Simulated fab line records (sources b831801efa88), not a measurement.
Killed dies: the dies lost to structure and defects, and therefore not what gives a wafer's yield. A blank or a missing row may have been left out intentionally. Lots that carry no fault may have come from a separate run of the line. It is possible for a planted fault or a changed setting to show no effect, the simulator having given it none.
Which tool is to blame? :: flow sky130 :: 42 wafers from 14 lots sampled at 5 of the route's 708 steps

== WHAT EACH GAUGE READ, for each wafer ==
SKY_FIELD_ISO_THK_MEAS_04.
lot: L721
measured: day 1 19:23
on: film_metro-04
FIELD_ISO_CVD_03_THK (nm): 162.3 160.3 159.8

lot: L722
measured: day 2 03:34
on: film_metro-01
FIELD_ISO_CVD_03_THK (nm): 164.4 165.6 163.0

lot: L723
measured: day 2 03:34
on: film_metro-04
FIELD_ISO_CVD_03_THK (nm): 164.4 165.1 165.7

lot: L724
measured: day 2 08:27
on: film_metro-03
FIELD_ISO_CVD_03_THK (nm): 163.7 163.8 163.1

lot: L725
measured: day 2 10:14
on: film_metro-01
FIELD_ISO_CVD_03_THK (nm): 162.4 163.8 162.5

lot: L726
measured: day 2 15:37
on: film_metro-04
FIELD_ISO_CVD_03_THK (nm): 162.8 162.9 162.9

lot: L727
measured: day 2 19:29
on: film_metro-01
FIELD_ISO_CVD_03_THK (nm): 164.3 165.8 165.8

lot: L730
measured: day 3 11:45
on: film_metro-04
FIELD_ISO_CVD_03_THK (nm): 165.9 164.2 167.2

lot: L731
measured: day 3 15:35
on: film_metro-03
FIELD_ISO_CVD_03_THK (nm): 163.4 166.2 165.7

lot: L732
measured: day 3 20:29
on: film_metro-04
FIELD_ISO_CVD_03_THK (nm): 162.2 162.5 163.0

lot: L735
measured: day 4 11:53
on: film_metro-04
FIELD_ISO_CVD_03_THK (nm): 163.8 163.0 164.2

lot: L740
measured: day 5 12:30
on: film_metro-04
FIELD_ISO_CVD_03_THK (nm): 165.5 165.5 167.1

lot: L741
measured: day 5 17:54
on: film_metro-04
FIELD_ISO_CVD_03_THK (nm): 165.7 165.4 166.5

lot: L743
measured: day 6 06:33
on: film_metro-01
FIELD_ISO_CVD_03_THK (nm): 165.9 166.9 165.5

SKY_DNWELL_TW_MEAS_09.
lot: L721
measured: day 3 06:19
on: film_metro-02
DNWELL_TW: 1120 1128 1130

lot: L722
measured: day 3 17:05
on: film_metro-03
DNWELL_TW: 1084 1082 1081

lot: L723
measured: day 3 16:36
on: film_metro-03
DNWELL_TW: 1084 1079 1076

lot: L724
measured: day 4 00:09
on: film_metro-03
DNWELL_TW: 1098 1088 1093

lot: L725
measured: day 4 04:30
on: film_metro-01
DNWELL_TW: 1090 1105 1101

lot: L726
measured: day 4 08:32
on: film_metro-01
DNWELL_TW: 1099 1102 1101

lot: L727
measured: day 4 09:32
on: film_metro-01
DNWELL_TW: 1099 1096 1097

lot: L730
measured: day 5 04:15
on: film_metro-03
DNWELL_TW: 1087 1084 1092

lot: L731
measured: day 5 09:15
on: film_metro-01
DNWELL_TW: 1094 1087 1097

lot: L732
measured: day 5 13:50
on: film_metro-01
DNWELL_TW: 1090 1092 1094

lot: L735
measured: day 6 06:20
on: film_metro-02
DNWELL_TW: 1136 1134 1137

lot: L740
measured: day 7 10:37
on: film_metro-03
DNWELL_TW: 519 527 521

lot: L741
measured: day 7 16:14
on: film_metro-03
DNWELL_TW: 1099 1088 1092

lot: L743
measured: day 8 05:23
on: film_metro-02
DNWELL_TW: 535 542 544

SKY_GATE_OXIDE_OVL_MEAS_10.
lot: L721
measured: day 13 22:33
on: overlay-01
GATE_OXIDE_OVL (nm): 3.3 1.7 3.0

lot: L722
measured: day 14 19:35
on: overlay-01
GATE_OXIDE_OVL (nm): 1.8 1.8 0.9

lot: L723
measured: day 14 19:44
on: overlay-02
GATE_OXIDE_OVL (nm): -0.6 -1.5 -3.5

lot: L724
measured: day 15 07:53
on: overlay-01
GATE_OXIDE_OVL (nm): 2.7 1.8 2.5

lot: L725
measured: day 15 11:56
on: overlay-01
GATE_OXIDE_OVL (nm): 1.3 1.2 3.0

lot: L726
measured: day 15 16:32
on: overlay-02
GATE_OXIDE_OVL (nm): -0.1 -1.4 -0.7

lot: L727
measured: day 15 16:38
on: overlay-01
GATE_OXIDE_OVL (nm): 0.6 -0.2 1.1

lot: L730
measured: day 17 02:02
on: overlay-01
GATE_OXIDE_OVL (nm): 3.6 2.9 2.2

lot: L731
measured: day 17 05:32
on: overlay-01
GATE_OXIDE_OVL (nm): 1.5 1.7 0.8

lot: L732
measured: day 17 23:29
on: overlay-01
GATE_OXIDE_OVL (nm): 2.6 0.7 2.2

lot: L735
measured: day 19 06:53
on: overlay-01
GATE_OXIDE_OVL (nm): 0.7 0.4 0.2

lot: L740
measured: day 20 20:03
on: overlay-02
GATE_OXIDE_OVL (nm): -0.6 -0.2 -1.5

lot: L741
measured: day 20 21:42
on: overlay-01
GATE_OXIDE_OVL (nm): 2.6 3.2 3.6

lot: L743
measured: day 23 06:05
on: overlay-02
GATE_OXIDE_OVL (nm): 2.6 0.6 1.2

== WHAT TOOL EACH LOT RAN ON (gives the tool, then ch and the chambers of the sampled wafers, and finally the start) ==
lot: L721
SKY_DNWELL_DEVELOP_06: litho_track-02 ch 0, day 3 05:00
SKY_NWELL_RTA_28: rtp_anneal-02 ch 0, day 5 08:46

lot: L722
SKY_DNWELL_DEVELOP_06: litho_track-03 ch 0, day 3 16:00
SKY_NWELL_RTA_28: rtp_anneal-01 ch 0, day 5 21:21

lot: L723
SKY_DNWELL_DEVELOP_06: litho_track-02 ch 0, day 3 16:00
SKY_NWELL_RTA_28: rtp_anneal-02 ch 0, day 5 20:40

lot: L724
SKY_DNWELL_DEVELOP_06: litho_track-02 ch 0, day 3 23:00
SKY_NWELL_RTA_28: rtp_anneal-01 ch 0, day 6 05:09

lot: L725
SKY_DNWELL_DEVELOP_06: litho_track-02 ch 0, day 4 04:00
SKY_NWELL_RTA_28: rtp_anneal-02 ch 0, day 6 09:34

lot: L726
SKY_DNWELL_DEVELOP_06: litho_track-02 ch 0, day 4 08:00
SKY_NWELL_RTA_28: rtp_anneal-01 ch 0, day 6 14:56

lot: L727
SKY_DNWELL_DEVELOP_06: litho_track-02 ch 0, day 4 09:00
SKY_NWELL_RTA_28: rtp_anneal-02 ch 0, day 6 15:35

lot: L730
SKY_DNWELL_DEVELOP_06: litho_track-01 ch 0, day 5 03:00
SKY_NWELL_RTA_28: rtp_anneal-02 ch 0, day 7 13:21

lot: L731
SKY_DNWELL_DEVELOP_06: litho_track-02 ch 0, day 5 08:00
SKY_NWELL_RTA_28: rtp_anneal-01 ch 0, day 7 17:52

lot: L732
SKY_DNWELL_DEVELOP_06: litho_track-03 ch 0, day 5 13:00
SKY_NWELL_RTA_28: rtp_anneal-01 ch 0, day 8 00:18

lot: L735
SKY_DNWELL_DEVELOP_06: litho_track-03 ch 0, day 6 05:00
SKY_NWELL_RTA_28: rtp_anneal-01 ch 0, day 8 19:57

lot: L740
SKY_DNWELL_DEVELOP_06: litho_track-02 ch 0, day 7 10:00
SKY_NWELL_RTA_28: rtp_anneal-01 ch 0, day 10 04:31

lot: L741
SKY_DNWELL_DEVELOP_06: litho_track-03 ch 0, day 7 15:00
SKY_NWELL_RTA_28: rtp_anneal-02 ch 0, day 10 10:10

lot: L743
SKY_DNWELL_DEVELOP_06: litho_track-02 ch 0, day 8 04:00
SKY_NWELL_RTA_28: rtp_anneal-02 ch 0, day 11 00:16
- SKY_DNWELL_DEVELOP_06: develop time 60 s.
- SKY_NWELL_RTA_28: time 30 s.

== WHAT THE TOOLS THEMSELVES READ (means of the sampled wafers that have a number; where no wafer has one, the mark that the record gives instead) ==
SKY_NWELL_RTA_28.
lot: L721
tool: rtp_anneal-02
lamp_power_pct (%): 25.28
wafer_temp_C_max: 1054.9

lot: L722
tool: rtp_anneal-01
lamp_power_pct (%): 25.32
wafer_temp_C_max: 1054.5

lot: L723
tool: rtp_anneal-02
lamp_power_pct (%): 25.32
wafer_temp_C_max: 1054.8

lot: L724
tool: rtp_anneal-01
lamp_power_pct (%): 25.32
wafer_temp_C_max: 1055.3

lot: L725
tool: rtp_anneal-02
lamp_power_pct (%): 25.30
wafer_temp_C_max: 1055.1

lot: L726
tool: rtp_anneal-01
lamp_power_pct (%): 25.31
wafer_temp_C_max: 1055.0

lot: L727
tool: rtp_anneal-02
lamp_power_pct (%): 25.27
wafer_temp_C_max: 1055.0

lot: L730
tool: rtp_anneal-02
lamp_power_pct (%): 25.32
wafer_temp_C_max: 1055.8

lot: L731
tool: rtp_anneal-01
lamp_power_pct (%): 25.35
wafer_temp_C_max: 1054.6

lot: L732
tool: rtp_anneal-01
lamp_power_pct (%): 25.28
wafer_temp_C_max: 1054.1

lot: L735
tool: rtp_anneal-01
lamp_power_pct (%): 25.28
wafer_temp_C_max: 1054.9

lot: L740
tool: rtp_anneal-01
lamp_power_pct (%): 25.27
wafer_temp_C_max: 1054.5

lot: L741
tool: rtp_anneal-02
lamp_power_pct (%): 25.28
wafer_temp_C_max: 1054.7

lot: L743
tool: rtp_anneal-02
lamp_power_pct (%): 25.31
wafer_temp_C_max: 1054.5

== THE ANSWER, worked out from the rows above alone ==
Rule: usual is defined by the lots themselves. The widest of any qualifying gaps counts: lots, ordered by their means at a reading, are off when they make up no more than a third of the lots, leave a main group of 4 or more, and stand apart from it by 3 or more times the standard deviation of that group's means. The tables above print the reading to a certain number of digits; a main group whose means all agree to those digits is not used. A lot without any number at a reading at which 4 lots or more have one is off too. All remaining lots with rows at the step are treated as sound. The gauges are gone through in route order, then the tools' own readings, and for those a lot's mean is taken as printed above. At the first step where some lot is off, the reading lying furthest off is the one used; lots without a number count as furthest.
Off: at SKY_DNWELL_TW_MEAS_09 (DNWELL_TW), L740, L743. The main group: mean 1098, standard deviation 16.
If a tool, at a process step before that reading, ran all the lots that are off and no sound lot after the first of them, it fits. Gauges at SKY_DNWELL_TW_MEAS_09: tried the same way as those tools. One fits: litho_track-02 at SKY_DNWELL_DEVELOP_06. Its last sound lot is L731 (day 5 08:00), its first lot that is off L740 (day 7 10:00): a fault that began between those two fits.

== WHAT THE SIMULATOR HAD PUT IN ==
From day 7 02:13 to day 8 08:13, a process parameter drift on litho_track-02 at SKY_DNWELL_DEVELOP_06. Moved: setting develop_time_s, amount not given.
Shown lots that were struck: L740, L743. This agrees with what the rule above found.
